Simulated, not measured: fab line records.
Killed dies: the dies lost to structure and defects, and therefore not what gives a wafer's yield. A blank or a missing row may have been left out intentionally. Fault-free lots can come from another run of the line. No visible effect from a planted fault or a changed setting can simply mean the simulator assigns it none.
Matching of chambers || flow sky130 || hdpcvd-02 running SKY_CONTACT_HDPCVD_02: 3 sister chambers
The step deposits SiO2, target thk 565 nm, time 94.2 s. 15 wafers are shown with their chamber, then 7 later ones without.

WAFERS, EACH WITH ITS CHAMBER
{"wafer": "L219.1", "chamber": 2, "sih4_flow_sccm (sccm)": 59.94}
{"wafer": "L219.2", "chamber": 1, "sih4_flow_sccm (sccm)": 60.21}
{"wafer": "L219.6", "chamber": 0, "sih4_flow_sccm (sccm)": 59.59}
{"wafer": "L220.1", "chamber": 1, "sih4_flow_sccm (sccm)": 60.01}
{"wafer": "L220.5", "chamber": 1, "sih4_flow_sccm (sccm)": 60.00}
{"wafer": "L220.6", "chamber": 0, "sih4_flow_sccm (sccm)": 60.15}
{"wafer": "L222.1", "chamber": 1, "sih4_flow_sccm (sccm)": 59.91}
{"wafer": "L222.3", "chamber": 2, "sih4_flow_sccm (sccm)": 59.98}
{"wafer": "L222.6", "chamber": 2, "sih4_flow_sccm (sccm)": 59.73}
{"wafer": "L223.3", "chamber": 0, "sih4_flow_sccm (sccm)": 59.87}
{"wafer": "L223.4", "chamber": 0, "sih4_flow_sccm (sccm)": 60.22}
{"wafer": "L223.6", "chamber": 2, "sih4_flow_sccm (sccm)": 60.26}
{"wafer": "L225.1", "chamber": 1, "sih4_flow_sccm (sccm)": 59.94}
{"wafer": "L225.3", "chamber": 2, "sih4_flow_sccm (sccm)": 59.86}
{"wafer": "L226.2", "chamber": 1, "sih4_flow_sccm (sccm)": 59.79}

SIGNATURES (averages over the wafers above)
{"reading": "sih4_flow_sccm", "chamber 0": 59.9575, "chamber 1": 59.9767, "chamber 2": 59.9540, "scatter within a chamber": 0.204}
Rule: for a wafer and a chamber, the distance is found by dividing, reading by reading, the gap between the wafer's reading and the chamber's mean by the reading's scatter, squaring, summing and taking the root. If the next closest chamber is less than 2 further off than the closest, the wafer can't be placed; otherwise it belongs to the closest. The scatter: the root of (the sum of the squares of (reading less its chamber's mean) over the shown wafers, divided by (wafers less chambers)).

WAFERS MISSING THEIR CHAMBER
{"wafer": "L226.5", "sih4_flow_sccm (sccm)": 59.94}
{"wafer": "L236.1", "sih4_flow_sccm (sccm)": 60.31}
{"wafer": "L236.2", "sih4_flow_sccm (sccm)": 60.01}
{"wafer": "L236.5", "sih4_flow_sccm (sccm)": 59.76}
{"wafer": "L238.2", "sih4_flow_sccm (sccm)": 60.09}
{"wafer": "L238.4", "sih4_flow_sccm (sccm)": 60.05}
{"wafer": "L238.5", "sih4_flow_sccm (sccm)": 60.30}

THE CHAMBER EACH PASSED THROUGH
{"wafer": "L226.5", "from the rows above": "can't be placed: 2 or 0 or 1", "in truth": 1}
{"wafer": "L236.1", "from the rows above": "can't be placed: 1 or 0 or 2", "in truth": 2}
{"wafer": "L236.2", "from the rows above": "can't be placed: 1 or 0 or 2", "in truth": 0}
{"wafer": "L236.5", "from the rows above": "can't be placed: 2 or 0 or 1", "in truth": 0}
{"wafer": "L238.2", "from the rows above": "can't be placed: 1 or 0 or 2", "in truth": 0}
{"wafer": "L238.4", "from the rows above": "can't be placed: 1 or 0 or 2", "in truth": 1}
{"wafer": "L238.5", "from the rows above": "can't be placed: 1 or 0 or 2", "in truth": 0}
0 of 7 placed correctly. Unplaceable from these rows: 7, with the true chamber sitting among the candidates in 7. Number placed wrongly: 0.
